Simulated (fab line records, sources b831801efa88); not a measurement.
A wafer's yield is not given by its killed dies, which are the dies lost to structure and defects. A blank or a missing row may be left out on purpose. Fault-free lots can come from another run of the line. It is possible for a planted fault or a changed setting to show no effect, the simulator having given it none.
Which tool did it? || flow gf180mcu || Sampling: 14 lots, 42 wafers, 3 of 602 route steps

WHAT EACH GAUGE READ, for each wafer
GF_M1_RS_MEAS_05: uses a four-point probe to measure.
{"lot": "L883", "measured": "day 16 06:14", "on": "filmMetro-01", "M1_ALCU_RS (ohm/sq)": "0.0680 0.0682 0.0703"}
{"lot": "L884", "measured": "day 16 21:14", "on": "filmMetro-04", "M1_ALCU_RS (ohm/sq)": "0.0676 0.0698 0.0673"}
{"lot": "L885", "measured": "day 17 07:06", "on": "filmMetro-04", "M1_ALCU_RS (ohm/sq)": "0.0687 0.0701 0.0691"}
{"lot": "L886", "measured": "day 17 12:54", "on": "filmMetro-01", "M1_ALCU_RS (ohm/sq)": "0.0712 0.0724 0.0709"}
{"lot": "L887", "measured": "day 17 22:46", "on": "filmMetro-04", "M1_ALCU_RS (ohm/sq)": "0.0697 0.0692 0.0707"}
{"lot": "L889", "measured": "day 18 18:04", "on": "filmMetro-01", "M1_ALCU_RS (ohm/sq)": "0.0706 0.0714 0.0712"}
{"lot": "L890", "measured": "day 19 05:56", "on": "filmMetro-01", "M1_ALCU_RS (ohm/sq)": "0.0703 0.0701 0.0708"}
{"lot": "L892", "measured": "day 20 09:44", "on": "filmMetro-01", "M1_ALCU_RS (ohm/sq)": "0.0691 0.0707 0.0686"}
{"lot": "L895", "measured": "day 20 23:40", "on": "filmMetro-04", "M1_ALCU_RS (ohm/sq)": "0.0699 0.0684 0.0703"}
{"lot": "L898", "measured": "day 22 09:07", "on": "filmMetro-03", "M1_ALCU_RS (ohm/sq)": "0.0710 0.0688 0.0711"}
{"lot": "L899", "measured": "day 22 14:31", "on": "filmMetro-04", "M1_ALCU_RS (ohm/sq)": "0.0708 0.0712 0.0717"}
{"lot": "L901", "measured": "day 23 05:26", "on": "filmMetro-03", "M1_ALCU_RS (ohm/sq)": "0.0676 0.0694 0.0696"}

GF_V1_THK_MEAS_25: measures by xrf.
{"lot": "L883", "measured": "day 18 06:43", "on": "filmMetro-02", "V1_W_THK (nm)": "332 337 331"}
{"lot": "L884", "measured": "day 18 23:01", "on": "filmMetro-02", "V1_W_THK (nm)": "342 345 342"}
{"lot": "L885", "measured": "day 19 09:50", "on": "filmMetro-02", "V1_W_THK (nm)": "337 343 337"}
{"lot": "L886", "measured": "day 19 14:59", "on": "filmMetro-01", "V1_W_THK (nm)": "349 347 349"}
{"lot": "L887", "measured": "day 20 01:22", "on": "filmMetro-02", "V1_W_THK (nm)": "342 340 337"}
{"lot": "L889", "measured": "day 20 21:14", "on": "filmMetro-01", "V1_W_THK (nm)": "346 348 344"}
{"lot": "L890", "measured": "day 21 08:53", "on": "filmMetro-04", "V1_W_THK (nm)": "348 345 347"}
{"lot": "L892", "measured": "day 22 13:20", "on": "filmMetro-04", "V1_W_THK (nm)": "349 346 351"}
{"lot": "L895", "measured": "day 23 00:27", "on": "filmMetro-04", "V1_W_THK (nm)": "343 353 344"}
{"lot": "L898", "measured": "day 24 10:16", "on": "filmMetro-04", "V1_W_THK (nm)": "345 346 350"}
{"lot": "L899", "measured": "day 24 15:22", "on": "filmMetro-04", "V1_W_THK (nm)": "350 356 354"}
{"lot": "L901", "measured": "day 25 04:49", "on": "filmMetro-01", "V1_W_THK (nm)": "354 352 358"}

EACH LOT AND THE TOOL THAT RAN IT (in order: tool; ch and the chambers of the sampled wafers; start)
{"lot": "L883", "GF_HV_LDD_DEVELOP_06": "lithoTrack-04 ch 0, day 10 03:28"}
{"lot": "L884", "GF_HV_LDD_DEVELOP_06": "lithoTrack-02 ch 0, day 10 13:54"}
{"lot": "L885", "GF_HV_LDD_DEVELOP_06": "lithoTrack-02 ch 0, day 10 21:15"}
{"lot": "L886", "GF_HV_LDD_DEVELOP_06": "lithoTrack-02 ch 0, day 11 02:59"}
{"lot": "L887", "GF_HV_LDD_DEVELOP_06": "lithoTrack-02 ch 0, day 11 10:05"}
{"lot": "L889", "GF_HV_LDD_DEVELOP_06": "lithoTrack-02 ch 0, day 12 02:42"}
{"lot": "L890", "GF_HV_LDD_DEVELOP_06": "lithoTrack-04 ch 0, day 12 10:42"}
{"lot": "L892", "GF_HV_LDD_DEVELOP_06": "lithoTrack-04 ch 0, day 13 13:01"}
{"lot": "L895", "GF_HV_LDD_DEVELOP_06": "lithoTrack-02 ch 0, day 13 23:51"}
{"lot": "L896", "GF_HV_LDD_DEVELOP_06": "lithoTrack-04, day 14 10:52"}
{"lot": "L897", "GF_HV_LDD_DEVELOP_06": "lithoTrack-01, day 14 22:35"}
{"lot": "L898", "GF_HV_LDD_DEVELOP_06": "lithoTrack-01 ch 0, day 15 03:43"}
{"lot": "L899", "GF_HV_LDD_DEVELOP_06": "lithoTrack-04 ch 0, day 15 10:19"}
{"lot": "L901", "GF_HV_LDD_DEVELOP_06": "lithoTrack-04 ch 0, day 16 01:17"}
- GF_HV_LDD_DEVELOP_06: develop time 60 s.

AS READ BY THE TOOLS THEMSELVES (means over the sampled wafers that have a number; for cases with no such wafer, the mark the record gives instead)
GF_HV_LDD_DEVELOP_06.
{"lot": "L883", "tool": "lithoTrack-04", "chillPlateTempC (C)": 23.00}
{"lot": "L884", "tool": "lithoTrack-02", "chillPlateTempC (C)": 22.85}
{"lot": "L885", "tool": "lithoTrack-02", "chillPlateTempC (C)": 23.23}
{"lot": "L886", "tool": "lithoTrack-02", "chillPlateTempC (C)": 22.97}
{"lot": "L887", "tool": "lithoTrack-02", "chillPlateTempC (C)": 23.04}
{"lot": "L889", "tool": "lithoTrack-02", "chillPlateTempC (C)": 22.93}
{"lot": "L890", "tool": "lithoTrack-04", "chillPlateTempC (C)": 22.94}
{"lot": "L892", "tool": "lithoTrack-04", "chillPlateTempC (C)": 23.04}
{"lot": "L895", "tool": "lithoTrack-02", "chillPlateTempC (C)": 23.05}
{"lot": "L896", "tool": "lithoTrack-04", "chillPlateTempC (C)": "-"}
{"lot": "L897", "tool": "lithoTrack-01", "chillPlateTempC (C)": "-"}
{"lot": "L898", "tool": "lithoTrack-01", "chillPlateTempC (C)": 23.06}
{"lot": "L899", "tool": "lithoTrack-04", "chillPlateTempC (C)": 22.94}
{"lot": "L901", "tool": "lithoTrack-04", "chillPlateTempC (C)": 22.95}

THE ANSWER, worked out from the rows above alone
Rule: what is usual is taken from the lots themselves. The widest of any qualifying gaps counts: lots, ordered by their means at a reading, are off when they make up no more than a third of the lots, leave a main group of 4 or more, and stand apart from it by 3 or more times the standard deviation of that group's means. If all means in a main group match to the digits the tables above print for the reading, that group is not used. Also off: a lot with no number at a reading for which 4 or more lots have one. All remaining lots with rows at the step are treated as sound. Order of review: gauges by route order, followed by the tools' own readings, for which a lot's mean as printed above is used. At the first step where some lot is off, the reading lying furthest off is the one used; lots without a number count as furthest.
Off at GF_HV_LDD_DEVELOP_06 (chillPlateTempC): L896, L897. Without a number there: L896, L897. The main group has a mean of 23.00 C with a standard deviation of 0.091.
If a tool, at that step or one of the process steps before it, ran each lot that is off and ran no sound lot following the first of them, it fits. Not one of the candidates tried fits.

WHAT THE SIMULATOR HAD PUT IN
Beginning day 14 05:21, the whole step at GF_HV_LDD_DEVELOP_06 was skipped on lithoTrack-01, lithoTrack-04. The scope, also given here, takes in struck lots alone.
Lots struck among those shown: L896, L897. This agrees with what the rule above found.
